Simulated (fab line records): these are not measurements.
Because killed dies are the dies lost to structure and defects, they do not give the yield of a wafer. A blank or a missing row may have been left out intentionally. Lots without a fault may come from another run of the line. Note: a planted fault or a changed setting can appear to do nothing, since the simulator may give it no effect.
One fault through the eyes of 2 desks + flow sky130 + only its own numbers are on each desk; what lay behind them is given at the end

== THE METROLOGY DESK ==
Means of the sampled wafers that have a number, per lot and without regard to the tool the lot ran on: this is what the gauges read. Marked OUT: a lot whose mean sits more than 4 standard deviations from the usual mean, which makes it out of limits; the brackets give that distance.
Columns: A = POLY_GATE_OXIDATION_THK at SKY_POLY_GATE_THK_MEAS_21, usual 3.97 nm; B = cd_nm at SKY_POLY_GATE_CD_MEAS_22, usual 150.7 nm; C = LDD_N_OVL at SKY_LDD_N_OVL_MEAS_07, usual -0.1 nm
| lot  | first seen here | A    | B     | C    |
|------|-----------------|------|-------|------|
| L775 | day 18 03:20    | 4.02 | 151.8 | 0.5  |
| L780 | day 19 16:45    | 3.99 | 151.1 | -0.4 |
| L781 | day 19 22:59    | 4.00 | 150.8 | 0.6  |
| L791 | day 23 10:47    | 3.98 | 152.7 | -0.1 |
| L793 | day 23 22:05    | 4.01 | 152.6 | -0.6 |
| L794 | day 24 10:28    | 4.00 | 152.4 | 0.7  |
This desk found nothing out of limits on any of the 6 lots.

== THE TOOL OWNER'S DESK: implanter-03 ==
For each lot that ran on this tool, the mean over its sampled wafers that have a number, from the tool's own readings at SKY_LDD_N_IMPLANT_10. Marked OUT: a lot whose mean sits more than 4 standard deviations from the usual mean, which makes it out of limits; the brackets give that distance.
Columns: A = dose_ions_cm2 at SKY_LDD_N_IMPLANT_10, usual 7.501e+13; B = faraday_current_uA at SKY_LDD_N_IMPLANT_10, usual 422
| lot  | first seen here | A                           | B              |
|------|-----------------|-----------------------------|----------------|
| L780 | day 21 00:02    | 8.318e+13 (+99 or more) OUT | 470 (+5.3) OUT |
| L781 | day 21 06:37    | 8.319e+13 (+99 or more) OUT | 469 (+5.2) OUT |
| L791 | day 24 17:47    | 7.501e+13                   | 411            |
| L794 | day 25 16:21    | 7.496e+13                   | 421            |
This desk's finding: out of limits on L780, L781; first on L780, day 21 00:02 (dose_ions_cm2 at SKY_LDD_N_IMPLANT_10). In limits: L791, L794.

== ALL TOGETHER ==
At day 21 00:02, on L780, L781, the tool owner's desk was in a position to raise an alarm.
From the metrology desk's view, nothing was out of limits.
The metrology desk has L780, L781 on record, within its limits.
Of the lots named, all ran SKY_LDD_N_IMPLANT_10 on implanter-03.

== WHAT THE SIMULATOR HAD PUT IN ==
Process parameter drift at SKY_LDD_N_IMPLANT_10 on implanter-03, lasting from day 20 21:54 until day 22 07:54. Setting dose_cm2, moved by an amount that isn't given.
Lots struck among those shown: L780, L781.
How many hours passed from the start of the fault until each desk's first out-of-limits reading: the tool owner's desk, 2.
